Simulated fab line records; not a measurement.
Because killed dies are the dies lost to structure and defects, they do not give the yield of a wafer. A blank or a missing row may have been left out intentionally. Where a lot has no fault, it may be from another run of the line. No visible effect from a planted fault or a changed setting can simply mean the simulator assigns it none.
Which tool did it? :: flow gf180mcu :: 34 wafers from 12 lots sampled at 7 of the route's 602 steps

== WHAT EACH GAUGE READ, for each wafer ==
GF_HV_LDD_OVL_MEAS_32.
lot: L744
measured: day 12 10:44
on: overlay-01
HV_LDD_02_OVL (nm): -0.8 -1.8 -0.6

lot: L746
measured: day 13 03:38
on: overlay-02
HV_LDD_02_OVL (nm): -0.7 0.8 -1.1

lot: L749
measured: day 14 02:33
on: overlay-02
HV_LDD_02_OVL (nm): 1.3 0.3 -0.2

lot: L754
measured: day 15 19:41
on: overlay-01
HV_LDD_02_OVL (nm): -0.6 1.1 0.0

lot: L755
measured: day 16 03:11
on: overlay-01
HV_LDD_02_OVL (nm): -2.8 -2.6 -2.6

lot: L756
measured: day 16 07:22
on: overlay-02
HV_LDD_02_OVL (nm): 0.3 0.9 1.2

lot: L759
measured: day 17 10:44
on: overlay-01
HV_LDD_02_OVL (nm): -1.6 -2.3 -1.6

lot: L760
measured: day 17 17:05
on: overlay-02
HV_LDD_02_OVL (nm): -0.6 0.6 1.5

lot: L761
measured: day 18 01:16
on: overlay-02
HV_LDD_02_OVL (nm): 1.4 0.1

lot: L762
measured: day 18 05:53
on: overlay-02
HV_LDD_02_OVL (nm): 0.4 -0.9 1.1

lot: L763
measured: day 18 18:27
on: overlay-02
HV_LDD_02_OVL (nm): 0.5 -0.2

lot: L764
measured: day 18 23:19
on: overlay-02
HV_LDD_02_OVL (nm): -0.7 1.5 0.7

GF_NSD_CD_MEAS_07 targets a cd of 400 nm.
lot: L744
measured: day 14 08:50
on: cd_sem-01
cd_nm (nm): - - -

lot: L746
measured: day 15 01:31
on: cd_sem-02
cd_nm (nm): - - -

lot: L749
measured: day 16 02:30
on: cd_sem-02
cd_nm (nm): 401.1 401.3 401.1

lot: L754
measured: day 17 19:11
on: cd_sem-02
cd_nm (nm): 398.9 399.1 399.1

lot: L755
measured: day 18 03:52
on: cd_sem-02
cd_nm (nm): 402.8 402.3 400.3

lot: L756
measured: day 18 09:10
on: cd_sem-01
cd_nm (nm): 398.2 400.9 400.7

lot: L759
measured: day 19 13:11
on: cd_sem-02
cd_nm (nm): 398.4 399.4 398.1

lot: L760
measured: day 19 20:16
on: cd_sem-02
cd_nm (nm): 401.8 399.9 399.7

lot: L761
measured: day 20 05:04
on: cd_sem-02
cd_nm (nm): 400.2 400.4

lot: L762
measured: day 20 08:55
on: cd_sem-02
cd_nm (nm): 402.7 402.6 402.2

lot: L763
measured: day 20 21:16
on: cd_sem-01
cd_nm (nm): 403.5 402.4

lot: L764
measured: day 21 03:27
on: cd_sem-02
cd_nm (nm): 400.7 401.9 401.3

GF_NSD_OVL_MEAS_08.
lot: L744
measured: day 14 08:56
on: overlay-01
NSD_OVL (nm): - - -

lot: L746
measured: day 15 01:38
on: overlay-01
NSD_OVL (nm): - - -

lot: L749
measured: day 16 02:36
on: overlay-01
NSD_OVL (nm): 0.4 0.8 0.8

lot: L754
measured: day 17 19:17
on: overlay-01
NSD_OVL (nm): -0.3 -1.8 -3.4

lot: L755
measured: day 18 03:59
on: overlay-02
NSD_OVL (nm): 0.3 0.3 1.0

lot: L756
measured: day 18 09:17
on: overlay-01
NSD_OVL (nm): -0.1 1.4 -2.2

lot: L759
measured: day 19 13:17
on: overlay-01
NSD_OVL (nm): 0.8 0.2 2.2

lot: L760
measured: day 19 20:23
on: overlay-02
NSD_OVL (nm): 1.1 1.6 0.9

lot: L761
measured: day 20 05:11
on: overlay-01
NSD_OVL (nm): 0.0 1.3

lot: L762
measured: day 20 09:01
on: overlay-02
NSD_OVL (nm): 1.6 0.3 0.6

lot: L763
measured: day 20 21:21
on: overlay-02
NSD_OVL (nm): -2.4 -0.5

lot: L764
measured: day 21 03:32
on: overlay-01
NSD_OVL (nm): 2.1 0.9 2.4

GF_NSD_TW_MEAS_12.
lot: L744
measured: day 14 09:23
on: film_metro-01
NSD_TW: 30 30 30

lot: L746
measured: day 15 02:04
on: film_metro-01
NSD_TW: 30 30 30

lot: L749
measured: day 16 03:02
on: film_metro-03
NSD_TW: 4210 4211 4214

lot: L754
measured: day 17 19:44
on: film_metro-04
NSD_TW: 4219 4197 4196

lot: L755
measured: day 18 04:25
on: film_metro-04
NSD_TW: 4207 4223 4231

lot: L756
measured: day 18 09:43
on: film_metro-01
NSD_TW: 4232 4216 4205

lot: L759
measured: day 19 13:43
on: film_metro-01
NSD_TW: 4254 4250 4253

lot: L760
measured: day 19 20:49
on: film_metro-01
NSD_TW: 4239 4226 4225

lot: L761
measured: day 20 05:37
on: film_metro-04
NSD_TW: 4217 4232

lot: L762
measured: day 20 09:27
on: film_metro-03
NSD_TW: 4177 4191 4203

lot: L763
measured: day 20 21:47
on: film_metro-04
NSD_TW: 4235 4224

lot: L764
measured: day 21 03:59
on: film_metro-03
NSD_TW: 4176 4186 4205

== WHAT TOOL EACH LOT RAN ON (gives the tool, then ch and the chambers of the sampled wafers, and finally the start) ==
lot: L744
GF_HV_LDD_STRIP_49: plasma_asher-01 ch 0,1, day 13 07:38
GF_NSD_DEVELOP_06: litho_track-01 ch 0, day 14 08:41
GF_NSD_STRIP_11: plasma_asher-04 ch 0,1, day 14 09:16

lot: L746
GF_HV_LDD_STRIP_49: plasma_asher-03 ch 0, day 14 00:53
GF_NSD_DEVELOP_06: litho_track-01 ch 0, day 15 01:22
GF_NSD_STRIP_11: plasma_asher-02 ch 0,1, day 15 01:58

lot: L749
GF_HV_LDD_STRIP_49: plasma_asher-03 ch 0,1, day 15 00:28
GF_NSD_DEVELOP_06: litho_track-03 ch 0, day 16 02:21
GF_NSD_STRIP_11: plasma_asher-02 ch 0, day 16 02:56

lot: L754
GF_HV_LDD_STRIP_49: plasma_asher-02 ch 0,1, day 16 17:56
GF_NSD_DEVELOP_06: litho_track-01 ch 0, day 17 19:02
GF_NSD_STRIP_11: plasma_asher-03 ch 0,1, day 17 19:37

lot: L755
GF_HV_LDD_STRIP_49: plasma_asher-01 ch 0,1, day 17 01:58
GF_NSD_DEVELOP_06: litho_track-01 ch 0, day 18 03:43
GF_NSD_STRIP_11: plasma_asher-03 ch 0,1, day 18 04:19

lot: L756
GF_HV_LDD_STRIP_49: plasma_asher-02 ch 0,1, day 17 06:43
GF_NSD_DEVELOP_06: litho_track-04 ch 0, day 18 09:01
GF_NSD_STRIP_11: plasma_asher-04 ch 0,1, day 18 09:37

lot: L759
GF_HV_LDD_STRIP_49: plasma_asher-01 ch 0,1, day 18 10:22
GF_NSD_DEVELOP_06: litho_track-04 ch 0, day 19 13:02
GF_NSD_STRIP_11: plasma_asher-04 ch 0,1, day 19 13:37

lot: L760
GF_HV_LDD_STRIP_49: plasma_asher-03 ch 0, day 18 17:43
GF_NSD_DEVELOP_06: litho_track-04 ch 0, day 19 20:07
GF_NSD_STRIP_11: plasma_asher-04 ch 0,1, day 19 20:43

lot: L761
GF_HV_LDD_STRIP_49: plasma_asher-03 ch 1, day 19 02:01
GF_NSD_DEVELOP_06: litho_track-04 ch 0, day 20 04:55
GF_NSD_STRIP_11: plasma_asher-04 ch 0,1, day 20 05:31

lot: L762
GF_HV_LDD_STRIP_49: plasma_asher-01 ch 0,1, day 19 06:27
GF_NSD_DEVELOP_06: litho_track-03 ch 0, day 20 08:46
GF_NSD_STRIP_11: plasma_asher-02 ch 0,1, day 20 09:22

lot: L763
GF_HV_LDD_STRIP_49: plasma_asher-03 ch 0, day 19 18:48
GF_NSD_DEVELOP_06: litho_track-01 ch 0, day 20 21:08
GF_NSD_STRIP_11: plasma_asher-03 ch 0, day 20 21:42

lot: L764
GF_HV_LDD_STRIP_49: plasma_asher-03 ch 0,1, day 20 00:46
GF_NSD_DEVELOP_06: litho_track-01 ch 0, day 21 03:19
GF_NSD_STRIP_11: plasma_asher-03 ch 0,1, day 21 03:54
- GF_HV_LDD_STRIP_49: strips in O2/N2.
- GF_NSD_DEVELOP_06: develop time 60 s.
- GF_NSD_STRIP_11: strips in O2/N2.

== WHAT THE TOOLS THEMSELVES READ (means of the sampled wafers that have a number; where no wafer has one, the mark that the record gives instead) ==
GF_HV_LDD_STRIP_49.
lot: L744
tool: plasma_asher-01
drypump_motor_current_A (A): 6.3
heater_power_w (W): 309
oes_product_au (a.u.): 0.718
strip_time_to_endpoint_s (s): 12.68

lot: L746
tool: plasma_asher-03
drypump_motor_current_A (A): 6.0
heater_power_w (W): 426
oes_product_au (a.u.): 0.712
strip_time_to_endpoint_s (s): 12.63

lot: L749
tool: plasma_asher-03
drypump_motor_current_A (A): 5.8
heater_power_w (W): 368
oes_product_au (a.u.): 0.715
strip_time_to_endpoint_s (s): 12.61

lot: L754
tool: plasma_asher-02
drypump_motor_current_A (A): 6.1
heater_power_w (W): 357
oes_product_au (a.u.): 0.714
strip_time_to_endpoint_s (s): 12.63

lot: L755
tool: plasma_asher-01
drypump_motor_current_A (A): 6.3
heater_power_w (W): 311
oes_product_au (a.u.): 0.713
strip_time_to_endpoint_s (s): 12.62

lot: L756
tool: plasma_asher-02
drypump_motor_current_A (A): 6.1
heater_power_w (W): 357
oes_product_au (a.u.): 0.716
strip_time_to_endpoint_s (s): 12.59

lot: L759
tool: plasma_asher-01
drypump_motor_current_A (A): 6.3
heater_power_w (W): 306
oes_product_au (a.u.): 0.722
strip_time_to_endpoint_s (s): 12.62

lot: L760
tool: plasma_asher-03
drypump_motor_current_A (A): 6.0
heater_power_w (W): 430
oes_product_au (a.u.): 0.716
strip_time_to_endpoint_s (s): 12.58

lot: L761
tool: plasma_asher-03
drypump_motor_current_A (A): 5.4
heater_power_w (W): 260
oes_product_au (a.u.): 0.715
strip_time_to_endpoint_s (s): 12.57

lot: L762
tool: plasma_asher-01
drypump_motor_current_A (A): 6.3
heater_power_w (W): 306
oes_product_au (a.u.): 0.717
strip_time_to_endpoint_s (s): 12.63

lot: L763
tool: plasma_asher-03
drypump_motor_current_A (A): 6.0
heater_power_w (W): 429
oes_product_au (a.u.): 0.712
strip_time_to_endpoint_s (s): 12.66

lot: L764
tool: plasma_asher-03
drypump_motor_current_A (A): 5.8
heater_power_w (W): 368
oes_product_au (a.u.): 0.715
strip_time_to_endpoint_s (s): 12.59

GF_NSD_STRIP_11.
lot: L744
tool: plasma_asher-04
drypump_motor_current_A (A): 5.3
heater_power_w (W): 298
oes_product_au (a.u.): 0.489
strip_time_to_endpoint_s (s): 22.81

lot: L746
tool: plasma_asher-02
drypump_motor_current_A (A): 5.9
heater_power_w (W): 357
oes_product_au (a.u.): 0.485
strip_time_to_endpoint_s (s): 22.81

lot: L749
tool: plasma_asher-02
drypump_motor_current_A (A): 6.2
heater_power_w (W): 353
oes_product_au (a.u.): 0.490
strip_time_to_endpoint_s (s): 22.79

lot: L754
tool: plasma_asher-03
drypump_motor_current_A (A): 5.6
heater_power_w (W): 314
oes_product_au (a.u.): 0.486
strip_time_to_endpoint_s (s): 22.74

lot: L755
tool: plasma_asher-03
drypump_motor_current_A (A): 5.8
heater_power_w (W): 366
oes_product_au (a.u.): 0.491
strip_time_to_endpoint_s (s): 22.78

lot: L756
tool: plasma_asher-04
drypump_motor_current_A (A): 5.4
heater_power_w (W): 315
oes_product_au (a.u.): 0.493
strip_time_to_endpoint_s (s): 22.76

lot: L759
tool: plasma_asher-04
drypump_motor_current_A (A): 5.3
heater_power_w (W): 293
oes_product_au (a.u.): 0.490
strip_time_to_endpoint_s (s): 22.83

lot: L760
tool: plasma_asher-04
drypump_motor_current_A (A): 5.4
heater_power_w (W): 288
oes_product_au (a.u.): 0.485
strip_time_to_endpoint_s (s): 22.73

lot: L761
tool: plasma_asher-04
drypump_motor_current_A (A): 5.4
heater_power_w (W): 303
oes_product_au (a.u.): 0.488
strip_time_to_endpoint_s (s): 22.77

lot: L762
tool: plasma_asher-02
drypump_motor_current_A (A): 5.9
heater_power_w (W): 350
oes_product_au (a.u.): 0.484
strip_time_to_endpoint_s (s): 22.74

lot: L763
tool: plasma_asher-03
drypump_motor_current_A (A): 6.0
heater_power_w (W): 422
oes_product_au (a.u.): 0.487
strip_time_to_endpoint_s (s): 22.77

lot: L764
tool: plasma_asher-03
drypump_motor_current_A (A): 5.8
heater_power_w (W): 373
oes_product_au (a.u.): 0.490
strip_time_to_endpoint_s (s): 22.66

== THE ANSWER, worked out from the rows above alone ==
Rule: what is usual is taken from the lots themselves. The widest of any qualifying gaps counts: lots, ordered by their means at a reading, are off when they make up no more than a third of the lots, leave a main group of 4 or more, and stand apart from it by 3 or more times the standard deviation of that group's means. A main group whose means are all the same, to the digits that the tables above print for the reading, isn't used. Also off: a lot with no number at a reading for which 4 or more lots have one. Where the step has rows for the other lots, those lots are counted as sound. The gauges are gone through in route order, then the tools' own readings, and for those a lot's mean is taken as printed above. The first step at which some lot is off is used, and at that step the reading that is off furthest; a lot without a number counts as furthest.
Off at GF_NSD_CD_MEAS_07 (cd_nm): L744, L746. Without a number there: L744, L746. The main group has a mean of 400.8 nm with a standard deviation of 1.3.
If a tool, at a process step before that reading, ran all the lots that are off and no sound lot after the first of them, it fits. The gauges at GF_NSD_CD_MEAS_07 aren't tried: what is off there is off at GF_NSD_OVL_MEAS_08 too, on other tools, and a gauge's error can't cause that. Not one of the candidates tried fits.

== WHAT THE SIMULATOR HAD INSERTED ==
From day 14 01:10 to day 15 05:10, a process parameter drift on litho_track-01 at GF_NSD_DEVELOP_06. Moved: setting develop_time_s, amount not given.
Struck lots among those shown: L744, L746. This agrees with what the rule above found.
